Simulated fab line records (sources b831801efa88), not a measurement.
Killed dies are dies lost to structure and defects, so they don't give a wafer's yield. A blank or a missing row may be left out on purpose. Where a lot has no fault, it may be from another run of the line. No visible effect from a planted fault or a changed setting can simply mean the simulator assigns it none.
One fault through the eyes of 2 desks ; flow gf180mcu ; every desk sees just its own numbers, and what lay behind them comes last

## DESK OF THE TOOL OWNER: pvd sputter-02
At GF_SALICIDE_SPUTTER_03 (material TiN, target thk 20 nm, time 16.7 s) the tool's own readings: per lot run on this tool, the mean of the sampled wafers that have a number. If a lot's mean is further than 4 standard deviations from the usual mean, the lot is out of limits and carries the mark OUT (the distance appears in the brackets).
Columns: A = throttle valve pct at GF_SALICIDE_SPUTTER_03, usual 30.2 %
lot;first seen here;A
L923;day 15 01:13;30.3
L936;day 20 04:58;30.2
L937;day 20 07:37;29.0
This desk's finding: nothing out of limits on any of the 3 lots.

## AT THE METROLOGY DESK
Lot by lot, what the gauges showed, no matter which tool ran the lot: averages of those sampled wafers that carry a number. If a lot's mean is further than 4 standard deviations from the usual mean, the lot is out of limits and carries the mark OUT (the distance appears in the brackets).
Columns: A = cd nm at GF_SAB_CD_MEAS_09, usual 419.2 nm; B = SAB_OVL at GF_SAB_OVL_MEAS_10, usual -0.1 nm; C = SALICIDE_TIN_RS at GF_SALICIDE_RS_MEAS_04, usual 16.3 ohm/sq
lot;first seen here;A;B;C
L923;day 15 00:41;418.1;-0.5;16.0
L924;day 15 11:27;423.7;0.6;16.2
L936;day 20 04:29;419.1;-0.2;16.1
L937;day 20 07:02;416.3;-0.8;16.0
L942;day 21 23:53;419.2;-0.2;16.6
L943;day 22 06:49;415.3;-0.6;16.2
This desk's finding: nothing out of limits on any of the 6 lots.

## BROUGHT TOGETHER
The tool owner's desk saw nothing out of limits.
At the metrology desk, nothing out of limits was observed.

## WHAT THE SIMULATOR HAD PUT IN
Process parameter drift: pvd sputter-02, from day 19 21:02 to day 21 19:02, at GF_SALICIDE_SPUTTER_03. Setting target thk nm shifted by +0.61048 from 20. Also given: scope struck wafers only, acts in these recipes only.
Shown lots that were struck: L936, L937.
